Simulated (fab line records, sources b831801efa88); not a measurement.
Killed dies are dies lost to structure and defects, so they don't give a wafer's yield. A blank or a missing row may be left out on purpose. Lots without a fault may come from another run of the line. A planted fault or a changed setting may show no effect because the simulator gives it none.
Chamber matching | flow sfq_line | SFQ_TRILAYER_A5C_DEP_PECVD_142 on pecvd-01: 3 sister chambers
The step deposits SiO2 from SiH4/N2O, time 15.556 s, target thk 70 nm. 16 wafers are shown with their chamber, then 8 later ones without.

WAFERS WITH THEIR CHAMBER
wafer  | chamber | heater_power_w (W) | throttle_valve_pct (%) | rf_fwd_power_W (W)
L555.2 | 1       | 76                 | 27.2                   | 181.4
L555.3 | 0       | 78                 | 26.0                   | 181.5
L555.4 | 1       | 80                 | 27.8                   | 181.4
L557.2 | 2       | 94                 | 26.5                   | 180.7
L557.3 | 1       | 76                 | 27.5                   | 181.5
L557.4 | 2       | 98                 | 26.5                   | 180.3
L566.2 | 0       | 75                 | 26.1                   | 180.9
L566.3 | 2       | 109                | 26.6                   | 178.6
L566.5 | 1       | 79                 | 27.7                   | 180.7
L568.2 | 0       | 73                 | 26.6                   | 180.8
L568.3 | 2       | 108                | 26.6                   | 179.2
L568.4 | 0       | 74                 | 26.2                   | 180.6
L572.1 | 0       | 72                 | 26.3                   | 180.6
L572.5 | 1       | 75                 | 28.0                   | 181.7
L572.6 | 0       | 72                 | 26.3                   | 180.7
L573.2 | 0       | 72                 | 26.5                   | 180.3

SIGNATURES (means of the wafers above)
reading            | chamber 0 | chamber 1 | chamber 2 | scatter within a chamber
heater_power_w     | 73.71     | 77.20     | 102.25    | 4.05
throttle_valve_pct | 26.286    | 27.640    | 26.550    | 0.224
rf_fwd_power_W     | 180.771   | 181.340   | 179.700   | 0.57
Rule: a wafer's distance from a chamber is the root of the sum, over the readings, of the square of ((its reading less the chamber's mean) divided by the reading's scatter). The wafer belongs to the nearest chamber; if the next one is less than 2 further off, it can't be placed. The scatter: the root of (the sum of the squares of (reading less its chamber's mean) over the shown wafers, divided by (wafers less chambers)).

WAFERS WITHOUT THEIR CHAMBER
wafer  | heater_power_w (W) | throttle_valve_pct (%) | rf_fwd_power_W (W)
L573.3 | 70                 | 27.7                   | 180.8
L573.5 | 73                 | 28.0                   | 180.7
L575.1 | 78                 | 27.9                   | 180.5
L575.2 | 79                 | 26.3                   | 180.7
L575.6 | 77                 | 27.9                   | 180.9
L576.1 | 70                 | 28.0                   | 180.7
L576.2 | 99                 | 26.8                   | 179.1
L576.6 | 70                 | 27.8                   | 180.7

WHICH CHAMBER EACH WENT THROUGH
wafer  | from the rows above | in truth
L573.3 | 1                   | 1
L573.5 | 1                   | 1
L575.1 | 1                   | 1
L575.2 | 0                   | 0
L575.6 | 1                   | 1
L576.1 | 1                   | 1
L576.2 | 2                   | 2
L576.6 | 1                   | 1
Placed correctly: 8 of 8. Can't be placed from these rows: 0. Placed wrongly: 0.
